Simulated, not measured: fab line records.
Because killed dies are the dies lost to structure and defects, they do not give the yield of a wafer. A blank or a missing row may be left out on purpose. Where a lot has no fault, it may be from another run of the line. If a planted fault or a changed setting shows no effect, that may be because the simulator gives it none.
8D (eight disciplines) problem report, filled in by code ; flow sky130 ; the parts of the form that need people (team, actions taken, sign-off) are left out

1. THE PROBLEM
Wafers free of any fault read 0.1265 ohm/sq (standard deviation 0.0019) for METAL1_ALCU_RS at SKY_METAL1_RS_MEAS_05, against a mean of 0.4013 ohm/sq on 2 wafers of 2 lots. That is +99 or more standard deviations from the usual mean.
The step: measures by four-point-probe.
First observed at day 34 07:24: wafer L117.3, on film-metro-03. Wafers with a number at this step in the record: 33, from 11 lots. By rule, "out" or "out of limits" means more than 4 standard deviations away from the usual mean. The rest of the wafers with a number are treated as sound.

2. WHAT IT IS, AND WHAT IT ISN'T
question;is;is not
which readings at this step;METAL1_ALCU_RS;-
which lots;L117, L120;L110, L114, L116, L124, L127, L128, L129, L130, L132
which wafers of those lots;L117.3, L120.4;L117.2, L117.6, L120.5, L120.6
read on which gauges;film-metro-01, film-metro-03;film-metro-04
when;from day 34 07:24;"up to then (11 sound wafers); but 20 sound wafers of L120, L124, L127, L128, L129, L130, L132 came after"

3. SUSPECTS, AND WHAT RULES EACH OUT
Counting: a tool at a process step up to the reading stays a suspect if it ran every lot that is out. Sound lots after the first of them don't rule it out here, since some wafers of a struck lot are sound.
- the gauge at SKY_METAL1_RS_MEAS_05 has been ruled out. 2 gauges (film-metro-01, film-metro-03) read the wafers that are out.
- pvd-sputter-01 at SKY_METAL1_SPUTTER_02 (material AlCu, target thk 250 nm, time 13.3 s): kept. Every lot that is out went through it, the first being L117 (day 34 07:17); the last sound lot it ran before that was L114 (day 33 03:13).
Left after counting: pvd-sputter-01 at SKY_METAL1_SPUTTER_02.

4. THE CAUSE (what the simulator had put in)
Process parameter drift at SKY_METAL1_SPUTTER_02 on pvd-sputter-01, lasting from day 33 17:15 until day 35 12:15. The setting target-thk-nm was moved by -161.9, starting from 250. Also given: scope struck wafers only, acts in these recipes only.
Only this tool survived the counting.

5. THE CHAIN OF EFFECTS, in route order
Each row: a reading whose mean over the struck wafers that have a number lies more than 3 standard deviations from the usual. Only readings for which the record gives a usual standard deviation are gone through. hours: the time from each lot's start at the first step in this table that gives one to its start at this step, as a median over the lots. sigmas: the change in usual standard deviations.
hours;step;reading;usual;on struck wafers;change;sigmas
0;SKY_METAL1_RS_MEAS_05;METAL1_ALCU_RS;0.1265 ohm/sq;0.4013;+0.2748;+99 or more
0;SKY_METAL1_THK_MEAS_06;METAL1_ALCU_THK;248 nm;83;-165;-43
28;SKY_VIA1_BOW_MEAS_03;VIA1_BOW;81 um;104;+23;+3.5
Later steps that measure or inspect, where all struck wafers having a row at the step show a number for every such reading and not one has moved that far: SKY_METAL1_CD_MEAS_15, SKY_VIA2_BOW_MEAS_03.

6. HOW IT WOULD HAVE BEEN CAUGHT EARLIER
Counted from the fault's start at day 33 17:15, it took 14 hours until the first out-of-limits reading at a measuring or inspecting step in this record, taken at day 34 07:24.
Of the tool readings at SKY_METAL1_SPUTTER_02 for which the record gives a usual standard deviation, none was out on any struck wafer, so an alarm limit of 4 standard deviations on them would not have fired.
Lots out: 2; of these, L120 started SKY_METAL1_SPUTTER_02 on pvd-sputter-01 after day 34 07:24. It would have been spared by a hold on the tool at that moment.
